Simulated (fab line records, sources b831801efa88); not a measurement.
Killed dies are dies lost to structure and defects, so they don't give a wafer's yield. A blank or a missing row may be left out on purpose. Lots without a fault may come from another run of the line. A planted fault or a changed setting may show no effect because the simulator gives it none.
Split-lot experiment | flow sky130 | 5 lots, 27 wafers read, on a route of 708 steps

THE SPLIT
At SKY_SONOS_ONO_CVD_02 (deposits Si3N4 from DCS/NH3, target thk 10.5 nm, time 180 s), the setting time_s was moved away from the recipe's 180 s on 12 of the 27 wafers read, by -41.1% to -28.9%. The other wafers ran this setting at the recipe's value.

The file shows no step between the split and the reading.

THE READING
SONOS_ONO_CVD_02_THK, in nm, at SKY_SONOS_ONO_THK_MEAS_03. Fault-free wafers of this fab line usually give 10.46 nm, standard deviation 0.15 nm.

wafer  | tool, chamber at the split | time_s as run, s | against the recipe | SONOS_ONO_CVD_02_THK, nm | against lot-mates on the recipe
L074.1 | -, -                       | 128              | -28.9%             | 7.32                     | no lot-mate on the recipe
L074.2 | -, -                       | 128              | -28.9%             | 7.40                     | no lot-mate on the recipe
L074.3 | -, -                       | 128              | -28.9%             | 7.48                     | no lot-mate on the recipe
L074.4 | -, -                       | 128              | -28.9%             | 7.52                     | no lot-mate on the recipe
L074.5 | -, -                       | 128              | -28.9%             | 7.31                     | no lot-mate on the recipe
L074.6 | -, -                       | 128              | -28.9%             | 7.57                     | no lot-mate on the recipe
L075.1 | lpcvd-02, 1                | 180              | recipe             | 10.53                    | -
L075.3 | lpcvd-02, 1                | 180              | recipe             | 10.59                    | -
L075.6 | lpcvd-02, 1                | 180              | recipe             | 10.61                    | -
L078.1 | -, -                       | 106.1            | -41.1%             | 6.02                     | no lot-mate on the recipe
L078.2 | -, -                       | 106.1            | -41.1%             | 6.06                     | no lot-mate on the recipe
L078.3 | -, -                       | 106.1            | -41.1%             | 5.93                     | no lot-mate on the recipe
L078.4 | -, -                       | 106.1            | -41.1%             | 6.11                     | no lot-mate on the recipe
L078.5 | -, -                       | 106.1            | -41.1%             | 6.00                     | no lot-mate on the recipe
L078.6 | -, -                       | 106.1            | -41.1%             | 6.03                     | no lot-mate on the recipe
L081.1 | -, -                       | 180              | recipe             | 10.22                    | -
L081.2 | -, -                       | 180              | recipe             | 10.23                    | -
L081.3 | -, -                       | 180              | recipe             | 10.18                    | -
L081.4 | -, -                       | 180              | recipe             | 10.23                    | -
L081.5 | -, -                       | 180              | recipe             | 10.30                    | -
L081.6 | -, -                       | 180              | recipe             | 10.23                    | -
L084.1 | -, -                       | 180              | recipe             | 10.61                    | -
L084.2 | -, -                       | 180              | recipe             | 10.49                    | -
L084.3 | -, -                       | 180              | recipe             | 10.42                    | -
L084.4 | -, -                       | 180              | recipe             | 10.49                    | -
L084.5 | -, -                       | 180              | recipe             | 10.46                    | -
L084.6 | -, -                       | 180              | recipe             | 10.46                    | -

THE FIT
A straight line over all 27 wafers: SONOS_ONO_CVD_02_THK changes by +0.106 nm for each +1% of time_s; r = +1.00; the points scatter about the line by 0.14 nm.
Too few moved wafers have a lot-mate on the recipe to fit a line with each lot's own level taken away.

THE WHOLE CHAIN: every reading that the file lists as answering this split, in the file's order
step                      | what it does                                                | reading                                                                           | change (the file's fit)               | r (the file's)
SKY_SONOS_ONO_CVD_02      | deposits Si3N4 from DCS/NH3, target thk 10.5 nm, time 180 s | Si3N4_of_SONOS_ONO_CVD_02.thk_nm (the simulator's own value, which no gauge read) | +0.106 nm for each +1% of the setting | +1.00
SKY_SONOS_ONO_THK_MEAS_03 |                                                             | SONOS_ONO_CVD_02_THK                                                              | +0.106 for each +1% of the setting    | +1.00

THE FILE'S OWN FIT
SONOS_ONO_CVD_02_THK changes by +0.106 nm for each +1% of time_s, r = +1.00.
